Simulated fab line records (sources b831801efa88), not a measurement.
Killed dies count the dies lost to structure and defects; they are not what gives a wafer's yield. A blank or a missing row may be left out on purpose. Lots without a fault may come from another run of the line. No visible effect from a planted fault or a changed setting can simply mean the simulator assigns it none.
Struck lot and sound lot, side by side | flow sky130 | 14 steps out of a route of 708
Sound: the wafers L882.1, L882.5, L882.6. Wafers struck: L894.1, L894.2, L894.3. At the end, the cause is stated.
For every step that has rows: the tool of each side, followed by ch and its chambers, followed by its first start. Under that, the readings that differ: sound wafers | struck wafers | difference of the means | sigmas: that difference in standard deviations of wafers without a fault.
alike: words and numbers the same on both sides, and readings whose means are apart by under 2 such deviations; not compared: readings that were withheld, readings missing a value for some wafer, numbers with overlapping values and no deviation given by the record, and bounds like >300 which may hide the same value.
A row with sigmas, a row that says differs or no value, or rows on one side alone: a step with any of these is where the two part. Numbers that have no deviation but don't overlap get no sigmas and don't part them. A reading missing from all wafers of one side parts the sides only when that side holds two or more wafers.

first, 2 steps without rows for these wafers: SKY_SD_P_PEB_05; SKY_SD_P_DEVELOP_06 (develop time 60 s).
SKY_SD_P_CD_MEAS_07 targets a cd of 380 nm.
  sound on cdSem-02 at day 27 10:59; struck on cdSem-02 at day 31 20:14
  alike: cdNm
SKY_SD_P_OVL_MEAS_08:
  sound on overlay-02 at day 27 11:07; struck on overlay-01 at day 31 20:22
  alike: SD_P_OVL
next, for these wafers, 1 step has no rows: SKY_SD_P_IMPLANT_09.
SKY_SD_P_STRIP_10: strips in O2/N2.
  sound on plasmaAsher-03 ch 0,1, day 27 11:18; struck on plasmaAsher-01 ch 0,1, day 31 20:32
reading                  | sound             | struck            | difference | sigmas
stripTimeToEndpointS (s) | 17.51 17.57 17.55 | 17.43 17.40 17.38 | -0.14      | -3
  alike: drypumpMotorCurrentA, oesProductAu
  not compared: rfHoursCounterH
SKY_SD_P_TW_MEAS_11:
  sound on filmMetro-04 at day 27 11:24; struck on filmMetro-03 at day 31 20:38
  alike: SD_P_TW
then, 5 steps without rows for these wafers: SKY_RES_XHIGH_DEHYDRATE_00 (time 60 s); SKY_RES_XHIGH_HMDS_01 (prime time 60 s); SKY_RES_XHIGH_COAT_02 (resist thk 1140 nm); SKY_RES_XHIGH_SOFTBAKE_03 (time 60 s); SKY_RES_XHIGH_EXPOSE_04 (exposes mask URPM, target cd 1270 nm).
SKY_RES_XHIGH_PEB_05:
  sound on lithoTrack-01 ch 0, day 28 15:35; struck on lithoTrack-03, day 32 23:20
reading        | sound          | struck | difference                    | sigmas
exhaustPa (Pa) | 45.1 46.4 45.5 | - - -  | no value on the struck wafers | 
  not compared: chillPlateTempC
then, 1 step without rows for these wafers: SKY_RES_XHIGH_DEVELOP_06 (develop time 60 s).

## WHERE THEY PART
Earliest at SKY_SD_P_STRIP_10; latest, in this record, at SKY_RES_XHIGH_PEB_05.

WHY: what the simulator had put in
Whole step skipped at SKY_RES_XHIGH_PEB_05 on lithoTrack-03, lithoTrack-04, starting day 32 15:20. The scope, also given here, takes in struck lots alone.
